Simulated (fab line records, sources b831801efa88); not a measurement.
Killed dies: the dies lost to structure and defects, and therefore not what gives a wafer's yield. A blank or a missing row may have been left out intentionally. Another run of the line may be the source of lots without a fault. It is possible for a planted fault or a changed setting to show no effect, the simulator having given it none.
Check for tools in common    flow sky130    Sample size 12 lots and 39 wafers

== WHY THIS WAS OPENED ==
Of 12 lots, 1 have the reading VT_ADJUST_HVTP_TW flagged at SKY_VT_ADJUST_HVTP_TW_MEAS_11. Fault-free wafers read 1346, with a standard deviation of 14.
Rule: flag the lot when none of its wafers has a number, or when each of its wafers that has one lies beyond 4 standard deviations from that mean. All remaining lots are regarded as sound.

lot   measured      on             VT_ADJUST_HVTP_TW, wafer by wafer  flag
L848  day 6 12:12   film_metro-03  1362 1358 1353                     
L850  day 7 03:32   film_metro-01  1357 1355 1359                     
L852  day 7 14:02   film_metro-03  1362 1366 1364                     
L854  day 8 08:20   film_metro-02  29 29 29 29 29 29                  FLAGGED
L855  day 8 13:38   film_metro-01  1355 1349 1356                     
L856  day 8 16:14   film_metro-02  1327 1332 1328                     
L864  day 10 16:06  film_metro-01  1348 1347 1349                     
L865  day 10 23:28  film_metro-01  1356 1348 1351                     
L866  day 11 06:46  film_metro-01  1347 1358 1348                     
L867  day 11 14:02  film_metro-02  1333 1333 1337                     
L868  day 11 18:39  film_metro-02  1345 1334 1338                     
L869  day 12 04:40  film_metro-03  1363 1355 1355                     
Average over the flagged lots: 29; offset from the usual -1317, equal to -94 standard deviations.

== WHICH TOOL EACH LOT WENT THROUGH ==
Before the reading, the record contains 2 process steps out of a 708-step route. In each cell: the tool, then ch and the chambers that the sampled wafers went through, then the start.
lot   flag     SKY_VT_ADJUST_HVTP_EXPOSE_04         SKY_VT_ADJUST_HVTP_STRIP_10
L848           iline_stepper-02 ch 0, day 6 02:21   plasma_asher-03 ch 0,1, day 6 12:06
L850           iline_stepper-01 ch 0, day 6 17:23   plasma_asher-03 ch 0,1, day 7 03:27
L852           iline_stepper-02 ch 0, day 7 03:37   plasma_asher-03 ch 0,1, day 7 13:56
L854  FLAGGED  iline_stepper-02 ch 0, day 7 22:05   plasma_asher-01 ch 0,1, day 8 08:14
L855           iline_stepper-01 ch 0, day 8 03:07   plasma_asher-03 ch 0,1, day 8 13:32
L856           iline_stepper-01 ch 0, day 8 06:28   plasma_asher-02 ch 0,1, day 8 16:08
L864           iline_stepper-01 ch 0, day 10 05:13  plasma_asher-01 ch 0,1, day 10 16:00
L865           iline_stepper-02 ch 0, day 10 12:25  plasma_asher-02 ch 0,1, day 10 23:22
L866           iline_stepper-02 ch 0, day 10 19:04  plasma_asher-01 ch 0,1, day 11 06:39
L867           iline_stepper-02 ch 0, day 11 02:44  plasma_asher-02 ch 0,1, day 11 13:57
L868           iline_stepper-02 ch 0, day 11 06:52  plasma_asher-02 ch 0,1, day 11 18:33
L869           iline_stepper-01 ch 0, day 11 15:47  plasma_asher-02 ch 0,1, day 12 04:35
What these steps do:
- SKY_VT_ADJUST_HVTP_EXPOSE_04: exposes mask HVTPM, target cd 380 nm.
- SKY_VT_ADJUST_HVTP_STRIP_10: strips in O2/N2.
- SKY_VT_ADJUST_HVTP_TW_MEAS_11

== FLAGGED OVER TOTAL, TOOL BY TOOL (the gauges that took the reading come last) ==
step                           tool              lots run  flagged  share of the flagged lots  sound lots run after its first flagged lot
SKY_VT_ADJUST_HVTP_EXPOSE_04   iline_stepper-01  5         0        none                       -
SKY_VT_ADJUST_HVTP_EXPOSE_04   iline_stepper-02  7         1        all                        4 (L865,L866,L867,L868)
SKY_VT_ADJUST_HVTP_STRIP_10    plasma_asher-01   3         1        all                        2 (L864,L866)
SKY_VT_ADJUST_HVTP_STRIP_10    plasma_asher-02   5         0        none                       -
SKY_VT_ADJUST_HVTP_STRIP_10    plasma_asher-03   4         0        none                       -
SKY_VT_ADJUST_HVTP_TW_MEAS_11  film_metro-01     5         0        none                       -
SKY_VT_ADJUST_HVTP_TW_MEAS_11  film_metro-02     4         1        all                        3 (L856,L867,L868)
SKY_VT_ADJUST_HVTP_TW_MEAS_11  film_metro-03     3         0        none                       -

== WHAT THE TABLE PERMITS ==
Every flagged lot was run by 3 rows of the table: iline_stepper-02 at SKY_VT_ADJUST_HVTP_EXPOSE_04, plasma_asher-01 at SKY_VT_ADJUST_HVTP_STRIP_10 and film_metro-02 at SKY_VT_ADJUST_HVTP_TW_MEAS_11.
- iline_stepper-02 at SKY_VT_ADJUST_HVTP_EXPOSE_04: 1 of its 7 lots flagged. Lots that were sound ran on it after the first flagged one (L865, L866, L867, L868); a persistent fault on the entire tool would not allow that.
- plasma_asher-01 at SKY_VT_ADJUST_HVTP_STRIP_10: 1 of its 3 lots flagged. Lots that were sound ran on it after the first flagged one (L864, L866); a persistent fault on the entire tool would not allow that.
- film_metro-02 at SKY_VT_ADJUST_HVTP_TW_MEAS_11: 1 of its 4 lots flagged. Lots that were sound ran on it after the first flagged one (L856, L867, L868); a persistent fault on the entire tool would not allow that.
Every row of the table either missed a flagged lot or ran a sound lot after the first.

== WHAT THE SIMULATOR HAD PUT IN ==
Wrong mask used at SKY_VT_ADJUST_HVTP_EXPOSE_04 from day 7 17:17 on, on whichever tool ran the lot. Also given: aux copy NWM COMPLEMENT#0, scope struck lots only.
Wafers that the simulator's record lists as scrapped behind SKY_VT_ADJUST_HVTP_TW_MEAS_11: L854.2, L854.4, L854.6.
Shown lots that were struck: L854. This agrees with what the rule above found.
